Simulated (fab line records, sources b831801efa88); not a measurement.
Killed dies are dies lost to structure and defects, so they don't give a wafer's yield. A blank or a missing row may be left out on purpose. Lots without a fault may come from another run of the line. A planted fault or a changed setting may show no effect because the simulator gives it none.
Tool commonality check | flow gf180mcu | 12 lots, 36 wafers sampled

WHY IT WAS OPENED
At GF_DNWELL_TW_MEAS_09 the reading DNWELL_TW is flagged on 2 of 12 lots. Wafers without a fault read 1363, standard deviation 24.
Rule: a lot is flagged when every wafer of it that has a number lies more than 4 standard deviations from that mean, or none has a number. The other lots count as sound.

lot  | measured    | on            | DNWELL_TW, wafer by wafer | flag
L547 | day 2 18:55 | film_metro-04 | 1331 1330 1342            |
L551 | day 3 16:53 | film_metro-04 | 1330 1336 1331            |
L552 | day 3 21:04 | film_metro-01 | 1403 1405 1403            |
L553 | day 4 02:39 | film_metro-04 | 1339 1339 1334            |
L554 | day 4 07:14 | film_metro-01 | 1070 1068 1067            | FLAGGED
L555 | day 4 12:24 | film_metro-04 | 1035 1034 1032            | FLAGGED
L561 | day 5 21:20 | film_metro-02 | 1350 1346 1349            |
L562 | day 6 02:32 | film_metro-04 | 1336 1344 1350            |
L563 | day 6 07:44 | film_metro-01 | 1388 1372 1378            |
L564 | day 6 12:56 | film_metro-01 | 1387 1386 1383            |
L565 | day 6 19:02 | film_metro-01 | 1381 1379 1378            |
L567 | day 7 06:47 | film_metro-02 | 1354 1347 1349            |
The numbers of the flagged lots are 1051 on average: -312 against the usual, or -13 standard deviations.

WHICH TOOL RAN EACH LOT
The record holds 1 process step before the reading, out of a route of 602 steps. In each cell: the tool, then ch and the chambers that the sampled wafers went through, then the start.
lot  | flag    | GF_DNWELL_IMPLANT_07
L547 |         | implanter-03 ch 0, day 2 18:41
L551 |         | implanter-04 ch 0, day 3 16:38
L552 |         | implanter-04 ch 0, day 3 20:50
L553 |         | implanter-03 ch 0, day 4 02:24
L554 | FLAGGED | implanter-04 ch 0, day 4 06:56
L555 | FLAGGED | implanter-04 ch 0, day 4 12:10
L561 |         | implanter-02 ch 0, day 5 21:05
L562 |         | implanter-03 ch 0, day 6 02:17
L563 |         | implanter-03 ch 0, day 6 07:30
L564 |         | implanter-02 ch 0, day 6 12:42
L565 |         | implanter-02 ch 0, day 6 18:45
L567 |         | implanter-03 ch 0, day 7 06:32
What these steps do:
- GF_DNWELL_IMPLANT_07
- GF_DNWELL_TW_MEAS_09

FLAGGED OVER TOTAL, TOOL BY TOOL (the gauges that took the reading come last)
step                 | tool          | lots run | flagged | share of the flagged lots | sound lots run after its first flagged lot
GF_DNWELL_IMPLANT_07 | implanter-02  | 3        | 0       | none                      | -
GF_DNWELL_IMPLANT_07 | implanter-03  | 5        | 0       | none                      | -
GF_DNWELL_IMPLANT_07 | implanter-04  | 4        | 2       | all                       | 0
GF_DNWELL_TW_MEAS_09 | film_metro-01 | 5        | 1       | some                      | 3 (L563,L564,L565)
GF_DNWELL_TW_MEAS_09 | film_metro-02 | 2        | 0       | none                      | -
GF_DNWELL_TW_MEAS_09 | film_metro-04 | 5        | 1       | some                      | 1 (L562)

WHAT THE TABLE ALLOWS
1 row of the table ran every flagged lot: implanter-04 at GF_DNWELL_IMPLANT_07.
- implanter-04 at GF_DNWELL_IMPLANT_07: 2 of its 4 lots flagged. Its last sound lot is L552 (day 3 20:50), its first flagged lot L554 (day 4 06:56): a fault that began between those two fits. Its own readings lie more than 4 standard deviations out on every wafer of the flagged lots: dose_ions_cm2, faraday_current_uA.
One tool is left: implanter-04 at GF_DNWELL_IMPLANT_07.

WHAT THE SIMULATOR HAD PUT IN
Process parameter drift: implanter-04, from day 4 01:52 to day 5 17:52, at GF_DNWELL_IMPLANT_07. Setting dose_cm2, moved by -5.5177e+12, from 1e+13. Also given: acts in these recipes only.
Lots struck among those shown: L554, L555. The rule above found the same.
